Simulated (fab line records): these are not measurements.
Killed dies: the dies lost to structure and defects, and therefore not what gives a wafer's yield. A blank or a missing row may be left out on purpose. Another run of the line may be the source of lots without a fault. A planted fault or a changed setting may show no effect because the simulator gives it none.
Which tool did it? + flow gf180mcu + 32 wafers from 11 lots sampled at 6 of the route's 602 steps

WHAT EACH GAUGE READ, for each wafer
GF_V2_OVL_MEAS_15. Usual: V2_OVL typically reads -2 nm, with standard deviation 4.9.
| lot  | measured     | on         | V2_OVL (nm) | flag |
|------|--------------|------------|-------------|------|
| L110 | day 20 12:17 | overlay-02 | -7 -8 -6    |      |
| L115 | day 22 11:14 | overlay-02 | 0 -3 4      |      |
| L116 | day 22 16:07 | overlay-02 | -18 -10 -16 |      |
| L118 | day 23 05:17 | overlay-02 | 5 2 -4      |      |
| L120 | day 24 11:35 | overlay-01 | 7 5 -3      |      |
| L121 | day 24 14:35 | overlay-02 | -3 -1       |      |
| L129 | day 27 02:34 | overlay-01 | -3 -4 1     |      |
| L130 | day 27 10:39 | overlay-01 | -5 2 -7     |      |
| L131 | day 27 14:40 | overlay-02 | -6 2 1      |      |
| L132 | day 27 19:49 | overlay-01 | -2 -3 0     |      |
| L133 | day 28 08:54 | overlay-01 | -4 -9 -8    |      |

GF_V2_RS_MEAS_24: a four-point-probe measurement. Usual: V2_W_RS typically reads 0.327 ohm/sq, with standard deviation 0.0049.
| lot  | measured     | on            | V2_W_RS (ohm/sq)  | flag |
|------|--------------|---------------|-------------------|------|
| L110 | day 20 13:18 | film-metro-04 | 0.320 0.322 0.322 |      |
| L115 | day 22 12:10 | film-metro-01 | 0.327 0.326 0.326 |      |
| L116 | day 22 17:02 | film-metro-02 | 0.328 0.323 0.327 |      |
| L118 | day 23 06:13 | film-metro-02 | 0.325 0.326 0.327 |      |
| L120 | day 24 12:31 | film-metro-04 | 0.329 0.346 0.329 |      |
| L121 | day 24 15:32 | film-metro-02 | 0.345 0.326       |      |
| L129 | day 27 03:31 | film-metro-01 | 0.326 0.326 0.325 |      |
| L130 | day 27 11:35 | film-metro-04 | 0.325 0.329 0.323 |      |
| L131 | day 27 15:35 | film-metro-01 | 0.325 0.338 0.338 |      |
| L132 | day 27 20:46 | film-metro-04 | 0.327 0.335 0.326 |      |
| L133 | day 28 09:50 | film-metro-04 | 0.323 0.325 0.328 |      |

GF_V2_THK_MEAS_25: measures by xrf. Usual: V2_W_THK typically reads 346 nm, with standard deviation 5.6.
| lot  | measured     | on            | V2_W_THK (nm) | flag |
|------|--------------|---------------|---------------|------|
| L110 | day 20 13:25 | film-metro-04 | 354 351 353   |      |
| L115 | day 22 12:16 | film-metro-01 | 342 346 345   |      |
| L116 | day 22 17:09 | film-metro-02 | 344 348 346   |      |
| L118 | day 23 06:20 | film-metro-02 | 347 346 349   |      |
| L120 | day 24 12:37 | film-metro-04 | 341 325 340   |      |
| L121 | day 24 15:38 | film-metro-02 | 325 341       |      |
| L129 | day 27 03:37 | film-metro-01 | 354 351 356   |      |
| L130 | day 27 11:43 | film-metro-04 | 342 338 345   |      |
| L131 | day 27 15:42 | film-metro-01 | 353 339 340   |      |
| L132 | day 27 20:53 | film-metro-04 | 339 334 340   |      |
| L133 | day 28 09:58 | film-metro-04 | 349 345 344   |      |

WHAT TOOL EACH LOT RAN ON (gives the tool, then ch and the chambers of the sampled wafers, and finally the start)
| lot  | GF_M2_METAL_ETCH_16               | GF_V2_CVD_02                    | GF_V2_CVD_23                  |
|------|-----------------------------------|---------------------------------|-------------------------------|
| L110 | rie-metal-01 ch 0,1, day 19 10:14 | pecvd-04 ch 0,1,2, day 19 11:02 | cvd-w-02 ch 1, day 20 13:05   |
| L115 | rie-metal-01 ch 0,1, day 21 10:09 | pecvd-04 ch 0,1, day 21 10:55   | cvd-w-02 ch 0,1, day 22 12:04 |
| L116 | rie-metal-01 ch 1, day 21 15:05   | pecvd-03 ch 0,1,2, day 21 15:53 | cvd-w-01 ch 0, day 22 16:55   |
| L118 | rie-metal-01 ch 0,1, day 22 04:29 | pecvd-02 ch 0,2, day 22 05:16   | cvd-w-02 ch 0, day 23 06:05   |
| L120 | rie-metal-03 ch 0,1, day 23 10:32 | pecvd-02 ch 0,2, day 23 11:21   | cvd-w-02 ch 0,1, day 24 12:23 |
| L121 | rie-metal-04 ch 0,1, day 23 15:36 | pecvd-02 ch 1, day 23 16:22     | cvd-w-02 ch 0,1, day 24 15:25 |
| L129 | rie-metal-04 ch 0, day 26 04:28   | pecvd-04 ch 0,1,2, day 26 05:17 | cvd-w-02 ch 0,1, day 27 03:23 |
| L130 | rie-metal-01 ch 0,1, day 26 12:26 | pecvd-04 ch 1,2, day 26 13:34   | cvd-w-01 ch 0,1, day 27 11:29 |
| L131 | rie-metal-01 ch 0,1, day 26 16:47 | pecvd-02 ch 0,1,2, day 26 17:55 | cvd-w-01 ch 0,1, day 27 15:28 |
| L132 | rie-metal-01 ch 0,1, day 26 22:36 | pecvd-03 ch 0,1,2, day 26 23:28 | cvd-w-01 ch 0,1, day 27 20:39 |
| L133 | rie-metal-01 ch 0,1, day 27 10:53 | pecvd-03 ch 0,1,2, day 27 11:43 | cvd-w-02 ch 0,1, day 28 09:44 |
- GF_M2_METAL_ETCH_16: etches the open film in Cl2/BCl3, stops on SiO2, target depth 750.8 nm, time 125.1 s.
- GF_V2_CVD_02: deposits SiO2 from TEOS, target thk 850 nm, time 94.851 s.
- GF_V2_CVD_23: deposits W, target thk 350 nm, time 104.94 s.

WHAT THE TOOLS THEMSELVES READ (means of the sampled wafers that have a number; where no wafer has one, the mark that the record gives instead)
GF_M2_METAL_ETCH_16. Usual: bcl3-flow-sccm 40.01 sccm, standard deviation 0.13; bias-w 140.0 W, standard deviation 0.45; drypump-motor-current-A 5.7 A, standard deviation 0.34; oes-product-au 0.986 a.u., standard deviation 0.0064; throttle-valve-pct 28.234 %, standard deviation 0.011.
| lot  | tool         | bcl3-flow-sccm (sccm) | bias-w (W) | drypump-motor-current-A (A) | oes-product-au (a.u.) | throttle-valve-pct (%) | flag |
|------|--------------|-----------------------|------------|-----------------------------|-----------------------|------------------------|------|
| L110 | rie-metal-01 | 40.01                 | 139.8      | 5.5                         | 0.988                 | 28.240                 |      |
| L115 | rie-metal-01 | 40.06                 | 139.8      | 5.7                         | 0.979                 | 28.237                 |      |
| L116 | rie-metal-01 | 40.13                 | 139.8      | 5.3                         | 0.976                 | 28.238                 |      |
| L118 | rie-metal-01 | 39.86                 | 139.6      | 5.6                         | 0.990                 | 28.242                 |      |
| L120 | rie-metal-03 | 40.07                 | 139.9      | 6.1                         | 0.988                 | 28.233                 |      |
| L121 | rie-metal-04 | 40.06                 | 139.9      | 5.3                         | 0.986                 | 28.230                 |      |
| L129 | rie-metal-04 | 40.05                 | 139.7      | 5.4                         | 0.990                 | 28.238                 |      |
| L130 | rie-metal-01 | 39.83                 | 140.0      | 5.5                         | 0.990                 | 28.232                 |      |
| L131 | rie-metal-01 | 40.10                 | 140.1      | 5.7                         | 0.993                 | 28.221                 |      |
| L132 | rie-metal-01 | 40.02                 | 140.1      | 5.7                         | 0.986                 | 28.228                 |      |
| L133 | rie-metal-01 | 40.11                 | 140.1      | 5.5                         | 0.987                 | 28.229                 |      |

GF_V2_CVD_02. Usual: heater-power-outer-w 342 W, standard deviation 61; heater-power-w 606 W, standard deviation 110.
| lot  | tool     | heater-power-outer-w (W) | heater-power-w (W) | flag |
|------|----------|--------------------------|--------------------|------|
| L110 | pecvd-04 | 360                      | 639                |      |
| L115 | pecvd-04 | 287                      | 519                |      |
| L116 | pecvd-03 | 313                      | 530                |      |
| L118 | pecvd-02 | 371                      | 652                |      |
| L120 | pecvd-02 | 389                      | 674                |      |
| L121 | pecvd-02 | 363                      | 666                |      |
| L129 | pecvd-04 | 342                      | 629                |      |
| L130 | pecvd-04 | 314                      | 548                |      |
| L131 | pecvd-02 | 383                      | 699                |      |
| L132 | pecvd-03 | 295                      | 508                |      |
| L133 | pecvd-03 | 340                      | 571                |      |

GF_V2_CVD_23. Usual: heater-power-outer-w 511 W, standard deviation 46; heater-power-w 837 W, standard deviation 100.
| lot  | tool     | heater-power-outer-w (W) | heater-power-w (W) | flag |
|------|----------|--------------------------|--------------------|------|
| L110 | cvd-w-02 | 564                      | 951                |      |
| L115 | cvd-w-02 | 471                      | 784                |      |
| L116 | cvd-w-01 | 524                      | 809                |      |
| L118 | cvd-w-02 | 434                      | 682                |      |
| L120 | cvd-w-02 | 479                      | 785                |      |
| L121 | cvd-w-02 | 496                      | 826                |      |
| L129 | cvd-w-02 | 517                      | 868                |      |
| L130 | cvd-w-01 | 518                      | 836                |      |
| L131 | cvd-w-01 | 519                      | 838                |      |
| L132 | cvd-w-01 | 519                      | 818                |      |
| L133 | cvd-w-02 | 481                      | 770                |      |

THE ANSWER, worked out from the rows above alone
Rule: a lot counts as off when the mean over its wafers that have a number is more than 3 standard deviations away from the usual mean. A lot without any number at a reading at which 4 lots or more have one is off too. Where the step has rows for the other lots, those lots are counted as sound. The gauges are gone through in route order, then the tools' own readings, and for those a lot's mean is taken as printed above. The first step at which some lot is off is used, and at that step the reading that is off furthest; a lot without a number counts as furthest.
None of the lots is off at any reading shown; this tells nothing.

WHAT WAS PUT IN BY THE SIMULATOR
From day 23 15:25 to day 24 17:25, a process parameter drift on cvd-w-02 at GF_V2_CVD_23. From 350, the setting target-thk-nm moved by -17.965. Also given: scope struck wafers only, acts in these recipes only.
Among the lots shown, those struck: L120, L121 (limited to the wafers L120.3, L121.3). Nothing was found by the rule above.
